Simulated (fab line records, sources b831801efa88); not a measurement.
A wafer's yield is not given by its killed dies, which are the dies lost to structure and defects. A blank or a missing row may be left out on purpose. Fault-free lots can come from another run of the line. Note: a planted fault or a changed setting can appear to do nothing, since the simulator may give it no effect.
Which tool did it? :: flow sky130 :: 33 wafers from 11 lots sampled at 2 of the route's 708 steps

## WHAT THE GAUGES READ, wafer by wafer
SKY_PWDE_TW_MEAS_10.
lot: L219
measured: day 4 02:46
on: filmMetro-03
PWDE_TW: 378.6 376.8 376.3

lot: L220
measured: day 4 10:07
on: filmMetro-02
PWDE_TW: 374.5 377.4 376.6

lot: L223
measured: day 4 21:17
on: filmMetro-04
PWDE_TW: 373.1 372.6 373.2

lot: L225
measured: day 5 09:53
on: filmMetro-02
PWDE_TW: 363.0 362.6 361.2

lot: L226
measured: day 5 14:25
on: filmMetro-03
PWDE_TW: 362.1 363.0 362.7

lot: L228
measured: day 5 22:10
on: filmMetro-03
PWDE_TW: 365.6 367.0 364.6

lot: L237
measured: day 7 23:58
on: filmMetro-02
PWDE_TW: 376.1 376.1 377.4

lot: L238
measured: day 8 05:58
on: filmMetro-03
PWDE_TW: 376.1 375.9 376.1

lot: L240
measured: day 8 19:52
on: filmMetro-03
PWDE_TW: 374.8 377.8 374.4

lot: L241
measured: day 9 01:26
on: filmMetro-04
PWDE_TW: 371.6 372.3 370.8

lot: L242
measured: day 9 06:52
on: filmMetro-02
PWDE_TW: 375.7 375.7 375.9

## WHAT TOOL EACH LOT RAN ON (gives the tool, then ch and the chambers of the sampled wafers, and finally the start)
lot: L219
SKY_PWDE_IMPLANT_08: implanter-03 ch 0, day 4 02:31

lot: L220
SKY_PWDE_IMPLANT_08: implanter-03 ch 0, day 4 09:52

lot: L223
SKY_PWDE_IMPLANT_08: implanter-03 ch 0, day 4 21:03

lot: L225
SKY_PWDE_IMPLANT_08: implanter-03 ch 0, day 5 09:40

lot: L226
SKY_PWDE_IMPLANT_08: implanter-03 ch 0, day 5 14:11

lot: L228
SKY_PWDE_IMPLANT_08: implanter-03 ch 0, day 5 21:55

lot: L237
SKY_PWDE_IMPLANT_08: implanter-01 ch 0, day 7 23:43

lot: L238
SKY_PWDE_IMPLANT_08: implanter-03 ch 0, day 8 05:43

lot: L240
SKY_PWDE_IMPLANT_08: implanter-02 ch 0, day 8 19:37

lot: L241
SKY_PWDE_IMPLANT_08: implanter-01 ch 0, day 9 01:13

lot: L242
SKY_PWDE_IMPLANT_08: implanter-03 ch 0, day 9 06:37
- SKY_PWDE_IMPLANT_08

## THE ANSWER, worked out from the rows above alone
Rule: the usual values come from the lots themselves. The widest of any qualifying gaps counts: lots, ordered by their means at a reading, are off when they make up no more than a third of the lots, leave a main group of 4 or more, and stand apart from it by 3 or more times the standard deviation of that group's means. A main group whose means are all the same, to the digits that the tables above print for the reading, isn't used. Also off: a lot with no number at a reading for which 4 or more lots have one. Where the step has rows for the other lots, those lots are counted as sound.
Off: L225, L226, L228, at SKY_PWDE_TW_MEAS_10 (PWDE_TW). Main group: mean 375.2, sd 1.8.
A tool fits if, at a process step before that reading, it ran every lot that is off, and no sound lot after the first of them. The gauges at SKY_PWDE_TW_MEAS_10 are tried like those tools. None of those tried fits.

## WHAT WAS PUT IN BY THE SIMULATOR
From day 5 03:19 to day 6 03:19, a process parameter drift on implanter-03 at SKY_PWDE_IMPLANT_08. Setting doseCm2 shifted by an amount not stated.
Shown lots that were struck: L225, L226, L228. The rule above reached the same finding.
